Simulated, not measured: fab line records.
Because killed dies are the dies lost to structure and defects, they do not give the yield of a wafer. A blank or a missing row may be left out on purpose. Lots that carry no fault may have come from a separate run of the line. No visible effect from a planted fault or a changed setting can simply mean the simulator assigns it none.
Which of the tools did it? :: flow gf180mcu :: route of 602 steps, sampled at 1 step: 12 lots, 36 wafers

## WHAT THE GAUGES SHOWED, per wafer
GF_V2_THK_MEAS_03.
lot: L075
measured: day 20 03:05
on: film_metro-04
V2_CVD_02_THK (nm): 835 837 842

lot: L077
measured: day 20 18:01
on: film_metro-04
V2_CVD_02_THK (nm): 834 837 851

lot: L079
measured: day 21 09:56
on: film_metro-03
V2_CVD_02_THK (nm): 849 860 841

lot: L081
measured: day 21 22:17
on: film_metro-04
V2_CVD_02_THK (nm): 834 851 842

lot: L083
measured: day 22 19:55
on: film_metro-04
V2_CVD_02_THK (nm): 840 839 848

lot: L085
measured: day 23 13:16
on: film_metro-03
V2_CVD_02_THK (nm): 831 864 840

lot: L087
measured: day 24 04:04
on: film_metro-03
V2_CVD_02_THK (nm): 850 846 852

lot: L089
measured: day 24 15:20
on: film_metro-01
V2_CVD_02_THK (nm): 833 834 851

lot: L091
measured: day 25 09:19
on: film_metro-01
V2_CVD_02_THK (nm): 841 863 855

lot: L093
measured: day 26 01:55
on: film_metro-04
V2_CVD_02_THK (nm): 853 849 865

lot: L095
measured: day 26 11:55
on: film_metro-04
V2_CVD_02_THK (nm): 848 852 838

lot: L097
measured: day 27 03:32
on: film_metro-04
V2_CVD_02_THK (nm): 841 840 852

## TOOL THAT RAN EACH LOT (tool first, then ch and the chambers of the sampled wafers, then the start)
Before these readings, the record contains no process step.

## THE ANSWER, worked out from the rows above alone
Rule: the lots themselves supply what counts as usual. Put in order of their means at a reading, lots are off if they are a third of the lots or fewer, leave a main group of 4 or more, and stand apart from it by a gap of 3 or more times the standard deviation of the main group's means; of several such gaps the widest counts. If all means in a main group match to the digits the tables above print for the reading, that group is not used. Also off: a lot with no number at a reading for which 4 or more lots have one. Where the step has rows for the other lots, those lots are counted as sound.
Across all readings shown, no lot is off: no conclusion can be drawn from this.

## WHAT THE SIMULATOR HAD INSERTED
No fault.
